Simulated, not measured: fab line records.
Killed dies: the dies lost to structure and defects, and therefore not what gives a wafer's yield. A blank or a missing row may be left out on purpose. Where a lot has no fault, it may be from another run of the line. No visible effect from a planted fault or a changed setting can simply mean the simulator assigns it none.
Which tool was responsible? + flow gf180mcu + 14 lots with 40 wafers sampled at 4 steps, on a route of 602 steps

== WHAT THE GAUGES SHOWED, per wafer ==
GF_HV_LDD_THK_MEAS_55.
| lot  | measured     | on           | HV_LDD_CVD_54_THK (nm) |
|------|--------------|--------------|------------------------|
| L684 | day 12 21:42 | filmMetro-04 | 9.74 9.77 9.81         |
| L685 | day 13 05:36 | filmMetro-04 | 9.65 9.72 9.69         |
| L688 | day 14 02:32 | filmMetro-03 | 9.94 9.98 9.91         |
| L689 | day 14 13:30 | filmMetro-04 | 9.86 10.08 9.94        |
| L690 | day 14 21:04 | filmMetro-04 | 9.92 10.00 9.86        |
| L691 | day 15 04:02 | filmMetro-01 | 9.79 10.04 9.95        |
| L692 | day 15 12:34 | filmMetro-01 | 9.70 9.92 9.88         |
| L693 | day 15 18:11 | filmMetro-01 | 9.79 9.77 9.72         |
| L700 | day 18 16:32 | filmMetro-01 | 9.85 9.90 9.80         |
| L701 | day 18 17:26 | filmMetro-01 | 10.01 10.08            |
| L702 | day 19 11:23 | filmMetro-03 | 10.03 10.12            |
| L704 | day 19 22:50 | filmMetro-03 | 9.87 9.99 9.99         |
| L705 | day 19 23:36 | filmMetro-04 | 9.94 9.88 9.88         |
| L706 | day 20 15:36 | filmMetro-04 | 10.06 10.11 9.98       |

GF_SALICIDE_THK_MEAS_05: measures by xrf.
| lot  | measured     | on           | SALICIDE_TIN_THK (nm) |
|------|--------------|--------------|-----------------------|
| L684 | day 15 13:08 | filmMetro-02 | 19.66 19.75 19.74     |
| L685 | day 15 21:58 | filmMetro-04 | 19.74 19.71 19.71     |
| L688 | day 16 20:24 | filmMetro-02 | 19.53 19.85 19.94     |
| L689 | day 17 08:01 | filmMetro-04 | 20.13 20.13 20.26     |
| L690 | day 17 16:55 | filmMetro-02 | 19.56 19.52 19.77     |
| L691 | day 17 23:49 | filmMetro-01 | 19.83 19.96 20.03     |
| L692 | day 18 09:05 | filmMetro-04 | 19.47 19.54 19.57     |
| L693 | day 18 15:06 | filmMetro-02 | 19.86 19.32 19.62     |
| L700 | day 21 20:40 | filmMetro-02 | 20.09 19.74 19.82     |
| L701 | day 21 22:05 | filmMetro-02 | 20.08 19.94           |
| L702 | day 22 14:08 | filmMetro-02 | 19.97 19.86           |
| L704 | day 23 01:28 | filmMetro-02 | 19.57 19.71 19.90     |
| L705 | day 23 02:26 | filmMetro-02 | 19.67 19.73 19.56     |
| L706 | day 23 15:47 | filmMetro-04 | 19.50 19.74 19.83     |

GF_CONTACT_CD_MEAS_14 targets a cd of 220 nm.
| lot  | measured     | on       | cdNm (nm)         |
|------|--------------|----------|-------------------|
| L684 | day 16 11:17 | cdSem-02 | 220.4 217.9 218.3 |
| L685 | day 16 20:46 | cdSem-02 | 219.6 221.0 219.5 |
| L688 | day 17 19:23 | cdSem-02 | 220.0 219.1 220.1 |
| L689 | day 18 07:41 | cdSem-01 | 218.1 219.0 218.5 |
| L690 | day 18 17:38 | cdSem-01 | 221.8 221.9 222.4 |
| L691 | day 19 00:32 | cdSem-02 | 219.3 219.0 219.3 |
| L692 | day 19 10:05 | cdSem-01 | 218.7 218.5 219.7 |
| L693 | day 19 16:17 | cdSem-01 | 222.2 222.1 222.3 |
| L700 | day 22 21:04 | cdSem-01 | 221.1 219.9 222.9 |
| L701 | day 22 22:53 | cdSem-01 | 215.0 218.4       |
| L702 | day 23 14:08 | cdSem-02 | 214.5 219.2       |
| L704 | day 24 00:34 | cdSem-02 | 218.4 218.4 218.2 |
| L705 | day 24 01:59 | cdSem-01 | 218.4 218.7 220.9 |
| L706 | day 24 14:46 | cdSem-02 | 220.4 218.6 220.2 |

== TOOL THAT RAN EACH LOT (tool first, then ch and the chambers of the sampled wafers, then the start) ==
| lot  | GF_CONTACT_PEB_12                |
|------|----------------------------------|
| L684 | lithoTrack-01 ch 0, day 16 10:58 |
| L685 | lithoTrack-04 ch 0, day 16 20:25 |
| L688 | lithoTrack-03 ch 0, day 17 19:02 |
| L689 | lithoTrack-01 ch 0, day 18 07:22 |
| L690 | lithoTrack-03 ch 0, day 18 17:17 |
| L691 | lithoTrack-03 ch 0, day 19 00:11 |
| L692 | lithoTrack-01 ch 0, day 19 09:46 |
| L693 | lithoTrack-03 ch 0, day 19 15:56 |
| L700 | lithoTrack-04 ch 0, day 22 20:43 |
| L701 | lithoTrack-01 ch 0, day 22 22:34 |
| L702 | lithoTrack-01 ch 0, day 23 13:49 |
| L704 | lithoTrack-04 ch 0, day 24 00:13 |
| L705 | lithoTrack-03 ch 0, day 24 01:40 |
| L706 | lithoTrack-03 ch 0, day 24 14:26 |
- GF_CONTACT_PEB_12: peb time 90 s.

== AS READ BY THE TOOLS THEMSELVES (means over the sampled wafers that have a number; for cases with no such wafer, the mark the record gives instead) ==
GF_CONTACT_PEB_12.
| lot  | tool          | heaterPowerTotalW (W) |
|------|---------------|-----------------------|
| L684 | lithoTrack-01 | 85.64                 |
| L685 | lithoTrack-04 | 85.69                 |
| L688 | lithoTrack-03 | 85.71                 |
| L689 | lithoTrack-01 | 85.68                 |
| L690 | lithoTrack-03 | 85.63                 |
| L691 | lithoTrack-03 | 85.65                 |
| L692 | lithoTrack-01 | 85.70                 |
| L693 | lithoTrack-03 | 85.74                 |
| L700 | lithoTrack-04 | 85.68                 |
| L701 | lithoTrack-01 | 87.78                 |
| L702 | lithoTrack-01 | 87.86                 |
| L704 | lithoTrack-04 | 85.65                 |
| L705 | lithoTrack-03 | 85.74                 |
| L706 | lithoTrack-03 | 85.78                 |

== THE ANSWER, worked out from the rows above alone ==
Rule: what is usual is taken from the lots themselves. The widest of any qualifying gaps counts: lots, ordered by their means at a reading, are off when they make up no more than a third of the lots, leave a main group of 4 or more, and stand apart from it by 3 or more times the standard deviation of that group's means. If all means in a main group match to the digits the tables above print for the reading, that group is not used. A lot without any number at a reading at which 4 lots or more have one is off too. Where the step has rows for the other lots, those lots are counted as sound. The gauges are gone through in route order, then the tools' own readings, and for those a lot's mean is taken as printed above. At the first step where some lot is off, the reading lying furthest off is the one used; lots without a number count as furthest.
Off: L701, L702, at GF_CONTACT_PEB_12 (heaterPowerTotalW). The main group has a mean of 85.69 W with a standard deviation of 0.044.
A tool fits if, at that step or a process step before it, it ran every lot that is off, and no sound lot after the first of them. One fits: lithoTrack-01 at GF_CONTACT_PEB_12. A fault onset in the window from L692 (day 19 09:46, its last sound lot) to L701 (day 22 22:34, its first lot off) fits.
The tool's own readings at GF_CONTACT_PEB_12 bear it out: on the lots that are off they differ by more than 5 times the standard deviation of the sound lots' means. heaterPowerTotalW reads 87.82 W there against 85.69 W on the sound lots.

== WHAT WAS PUT IN BY THE SIMULATOR ==
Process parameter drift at GF_CONTACT_PEB_12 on lithoTrack-01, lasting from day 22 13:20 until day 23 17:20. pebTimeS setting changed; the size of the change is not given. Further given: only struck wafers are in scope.
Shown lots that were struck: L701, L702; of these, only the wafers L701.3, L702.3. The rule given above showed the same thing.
